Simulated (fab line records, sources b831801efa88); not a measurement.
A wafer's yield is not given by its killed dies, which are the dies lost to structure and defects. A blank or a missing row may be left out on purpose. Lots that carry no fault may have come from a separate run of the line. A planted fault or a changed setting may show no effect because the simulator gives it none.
Code-filled problem report in 8D (eight disciplines) form	flow sky130	the parts of the form that need people (team, actions taken, sign-off) are left out

== 1. THE PROBLEM ==
LDD_HVN_TW at SKY_LDD_HVN_TW_MEAS_10 reads a mean of 30 on 3 wafers of 1 lot; wafers without a fault read 1435 with a standard deviation of 12. So: -99 or more standard deviations from the usual mean.
Earliest sighting: wafer L187.3 on film-metro-03 at day 22 16:35. The record has a number at this step for 33 wafers belonging to 11 lots. By rule, "out" or "out of limits" means more than 4 standard deviations away from the usual mean. The other wafers with a number count as sound.

== 2. WHAT IT IS; WHAT IT IS NOT ==
question	is	is not
which readings at this step	LDD_HVN_TW	-
which lots	L187	L182, L184, L193, L194, L195, L196, L197, L198, L200, L203
which wafers of those lots	all that have a number	-
read on which gauges	film-metro-03	film-metro-01, film-metro-04
when	from day 22 16:35	up to then (6 sound wafers); but 24 sound wafers of L193, L194, L195, L196, L197, L198, L200, L203 came after

== 3. SUSPECTS, AND WHAT RULES EACH OUT ==
Counting: a tool stays on the suspect list if, at a process step up to the reading, it processed all lots that are out and no sound lot following the first of them.
- the gauge at SKY_LDD_HVN_TW_MEAS_10 is ruled out. All the wafers that are out were read on film-metro-03, but those of them that SKY_LDD_P_STRIP_10 has rows for are out there too, on other tools.
- plasma-asher-03 at SKY_LDD_P_STRIP_10 (strips in O2/N2): ruled out as a lasting fault. The sound lots L195, L196, L197, L200, L203 went through it after L187, its earliest lot that is out (day 21 08:56).
- plasma-asher-02 at SKY_LDD_HVN_STRIP_09 (strips in O2/N2): ruled out as a lasting fault. The sound lots L194, L196, L197, L198 went through it after L187, its earliest lot that is out (day 22 16:31).
Left after counting: nothing in the record.

== 4. THE CAUSE (what the simulator had put in) ==
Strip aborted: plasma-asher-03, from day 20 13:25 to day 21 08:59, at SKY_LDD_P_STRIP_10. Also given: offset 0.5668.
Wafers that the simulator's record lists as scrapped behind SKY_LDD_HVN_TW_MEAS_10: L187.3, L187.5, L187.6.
The count ruled it out by mistake, since the rule takes a fault to strike every lot its tool runs from the start of the fault on, and this one did not do so.

== 5. THE CHAIN OF EFFECTS, in route order ==
Each row: a reading whose mean over the struck wafers that have a number lies more than 3 standard deviations from the usual. Scope: only readings with a usual standard deviation given in the record; hours: median across lots of the time from each lot's start at the first step in this table that gives one to its start at this step; sigmas: change in usual standard deviations.
hours	step	reading	usual	on struck wafers	change	sigmas
0	SKY_LDD_P_STRIP_10	oes-product-au	0.716 a.u.	0.947	+0.231	+54
32	SKY_LDD_HVN_STRIP_09	oes-product-au	0.408 a.u.	0.629	+0.221	+48
32	SKY_LDD_HVN_STRIP_09	strip-time-to-endpoint-s	4.141 s	9.390	+5.249	+99 or more
32	SKY_LDD_HVN_TW_MEAS_10	LDD_HVN_TW	1435	30	-1405	-99 or more
It contains these process steps:
- SKY_LDD_P_STRIP_10: strips in O2/N2.
- SKY_LDD_HVN_STRIP_09: strips in O2/N2.
Readings that are blank on the struck wafers while sound wafers have them: strip-time-to-endpoint-s at SKY_LDD_P_STRIP_10.

== 6. WHAT WOULD HAVE CAUGHT IT SOONER ==
Counted from the fault's start at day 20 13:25, it took 51 hours until the first out-of-limits reading at a measuring or inspecting step in this record, taken at day 22 16:35.
Tool's own readings at SKY_LDD_P_STRIP_10, oes-product-au: out on all struck wafers the step has rows for; an alarm limit on them would have tripped on the first.
